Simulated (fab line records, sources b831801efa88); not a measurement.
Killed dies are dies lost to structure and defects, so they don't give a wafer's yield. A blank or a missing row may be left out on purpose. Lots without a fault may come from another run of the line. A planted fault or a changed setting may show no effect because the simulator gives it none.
Which tool did it? | flow gf180mcu | 13 lots, 39 wafers sampled, at 2 steps of a route of 602

WHAT THE GAUGES READ, wafer by wafer
GF_VT_IMPLANT_RS_MEAS_49: measures by four-point-probe.
lot  | measured     | on            | MVPSD_RS (ohm/sq)
L625 | day 7 10:05  | film_metro-04 | 1166 1165 1167
L627 | day 7 22:22  | film_metro-01 | 1170 1170 1173
L628 | day 8 19:57  | film_metro-03 | 1167 1168 1169
L630 | day 9 05:50  | film_metro-03 | 1167 1169 1169
L631 | day 9 19:53  | film_metro-04 | 1169 1165 1165
L633 | day 10 01:02 | film_metro-01 | 1173 1172 1172
L632 | day 10 02:07 | film_metro-04 | 1171 1172 1172
L634 | day 10 14:16 | film_metro-01 | 1172 1170 1171
L638 | day 11 06:14 | film_metro-01 | 1144 1144 1145
L639 | day 11 14:16 | film_metro-01 | 1140 1139 1139
L642 | day 12 08:23 | film_metro-03 | 1166 1169 1168
L647 | day 13 19:14 | film_metro-04 | 1169 1171 1174
L648 | day 14 00:55 | film_metro-04 | 1168 1171 1173

WHICH TOOL RAN EACH LOT (tool, then ch and the chambers of the sampled wafers, then the start)
lot  | GF_MVPSD_IMPLANT_08
L625 | implanter-03 ch 0, day 4 22:40
L627 | implanter-04 ch 0, day 5 08:17
L628 | implanter-03 ch 0, day 6 02:49
L630 | implanter-03 ch 0, day 6 12:37
L631 | implanter-01 ch 0, day 7 00:24
L633 | implanter-03 ch 0, day 7 06:10
L632 | implanter-04 ch 0, day 7 07:05
L634 | implanter-03 ch 0, day 7 17:41
L638 | implanter-03 ch 0, day 8 07:58
L639 | implanter-03 ch 0, day 8 14:32
L642 | implanter-01 ch 0, day 9 05:56
L647 | implanter-04 ch 0, day 10 13:31
L648 | implanter-04 ch 0, day 10 17:44
- GF_MVPSD_IMPLANT_08

WHAT THE TOOLS THEMSELVES READ (means of the sampled wafers that have a number; where no wafer has one, the mark that the record gives instead)
GF_MVPSD_IMPLANT_08.
lot  | tool         | beam_energy_keV
L625 | implanter-03 | 170.07
L627 | implanter-04 | 170.03
L628 | implanter-03 | 170.01
L630 | implanter-03 | 170.08
L631 | implanter-01 | 169.99
L633 | implanter-03 | 170.01
L632 | implanter-04 | 170.02
L634 | implanter-03 | 169.96
L638 | implanter-03 | 194.86
L639 | implanter-03 | 195.01
L642 | implanter-01 | 169.98
L647 | implanter-04 | 170.02
L648 | implanter-04 | 169.98

THE ANSWER, worked out from the rows above alone
Rule: what is usual is taken from the lots themselves. Put in order of their means at a reading, lots are off if they are a third of the lots or fewer, leave a main group of 4 or more, and stand apart from it by a gap of 3 or more times the standard deviation of the main group's means; of several such gaps the widest counts. A main group whose means are all the same, to the digits that the tables above print for the reading, isn't used. A lot without any number at a reading at which 4 lots or more have one is off too. The other lots that the step has rows for count as sound. The gauges are gone through in route order, then the tools' own readings, and for those a lot's mean is taken as printed above. The first step at which some lot is off is used, and at that step the reading that is off furthest; a lot without a number counts as furthest.
Off: L638, L639, at GF_VT_IMPLANT_RS_MEAS_49 (MVPSD_RS). The main group: mean 1169 ohm/sq, standard deviation 2.2.
A tool fits if, at a process step before that reading, it ran every lot that is off, and no sound lot after the first of them. The gauges at GF_VT_IMPLANT_RS_MEAS_49 aren't tried: what is off there is off at GF_MVPSD_IMPLANT_08 too, on other tools, and a gauge's error can't cause that. One fits: implanter-03 at GF_MVPSD_IMPLANT_08. Its last sound lot is L634 (day 7 17:41), its first lot that is off L638 (day 8 07:58): a fault that began between those two fits.
The tool's own readings at GF_MVPSD_IMPLANT_08 bear it out: on the lots that are off they differ by more than 5 times the standard deviation of the sound lots' means. beam_energy_keV reads 194.94 there against 170.01 on the sound lots.

WHAT THE SIMULATOR HAD PUT IN
Process parameter drift: implanter-03, from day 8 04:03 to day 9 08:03, at GF_MVPSD_IMPLANT_08. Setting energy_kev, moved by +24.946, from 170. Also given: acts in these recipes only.
Lots struck among those shown: L638, L639. The rule above found the same.
